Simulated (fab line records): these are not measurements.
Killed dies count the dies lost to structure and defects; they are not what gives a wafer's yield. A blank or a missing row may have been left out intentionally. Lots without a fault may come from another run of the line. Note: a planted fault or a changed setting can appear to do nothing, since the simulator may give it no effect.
Problem report, 8D (eight disciplines) form, completed by code / flow sky130 / the parts of the form that need people (team, actions taken, sign-off) are left out

1. THE PROBLEM
bias_w at SKY_VIA3_ETCH_14 reads a mean of 84.2 W on 6 wafers of 2 lots; wafers without a fault read 100.0 W with a standard deviation of 0.33. Measured from the usual mean, that is -48 standard deviations.
The step: etches BARC in N2/H2, stops on SiO2, time 45.9 s, target depth 60 nm.
The first sign was on wafer L873.1 at day 42 11:20, on rie_diel-01. The record has a number at this step for 36 wafers belonging to 12 lots. By rule, "out" or "out of limits" means more than 4 standard deviations away from the usual mean. All remaining wafers that have a number are taken as sound.

2. WHAT IT IS, WHAT IT ISN'T
question=which readings at this step | is=bias_w | is not=drypump_motor_current_A, oes_product_au, throttle_valve_pct
question=which lots | is=L873, L875 | is not=L864, L865, L867, L868, L869, L872, L882, L883, L884, L886
question=which wafers of those lots | is=all that have a number | is not=-
question=read on which tools | is=rie_diel-01 | is not=rie_diel-02, rie_diel-04
question=when | is=from day 42 11:20 | is not=up to then (18 sound wafers); but 12 sound wafers of L882, L883, L884, L886 came after

3. WHAT RULES OUT EACH SUSPECT
Counting: any tool at a process step up to the reading is kept as a suspect provided that every lot that is out went through it and no sound lot did after the first of them.
- rie_diel-01 at SKY_VIA3_ETCH_14 (etches BARC in N2/H2, stops on SiO2, time 45.9 s, target depth 60 nm): ruled out as a lasting fault. The sound lots L886 went through it after L873, its earliest lot that is out (day 42 11:20).
Left after counting: nothing in the record.

4. THE CAUSE (what the simulator had put in)
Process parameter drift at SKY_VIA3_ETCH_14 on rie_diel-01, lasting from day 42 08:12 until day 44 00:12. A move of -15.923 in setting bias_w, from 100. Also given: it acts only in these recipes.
Counting ruled it out, wrongly.

5. SEQUENCE OF EFFECTS, ordered by route
Rows list readings where the struck wafers' mean (over those with a number) sits beyond 3 standard deviations from the usual. Scope: only readings with a usual standard deviation given in the record; hours: median across lots of the time from each lot's start at the first step in this table that gives one to its start at this step; sigmas: change in usual standard deviations.
hours=0; step=SKY_VIA3_ETCH_14; reading=bias_w; usual=100.0 W; on struck wafers=84.2; change=-15.8; sigmas=-48
Its process steps:
- SKY_VIA3_ETCH_14: etches BARC in N2/H2, stops on SiO2, time 45.9 s, target depth 60 nm.

6. WHAT WOULD HAVE CAUGHT IT SOONER
3 hours passed between the start of the fault at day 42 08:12 and the first reading out of limits in this record, taken at day 42 11:20.
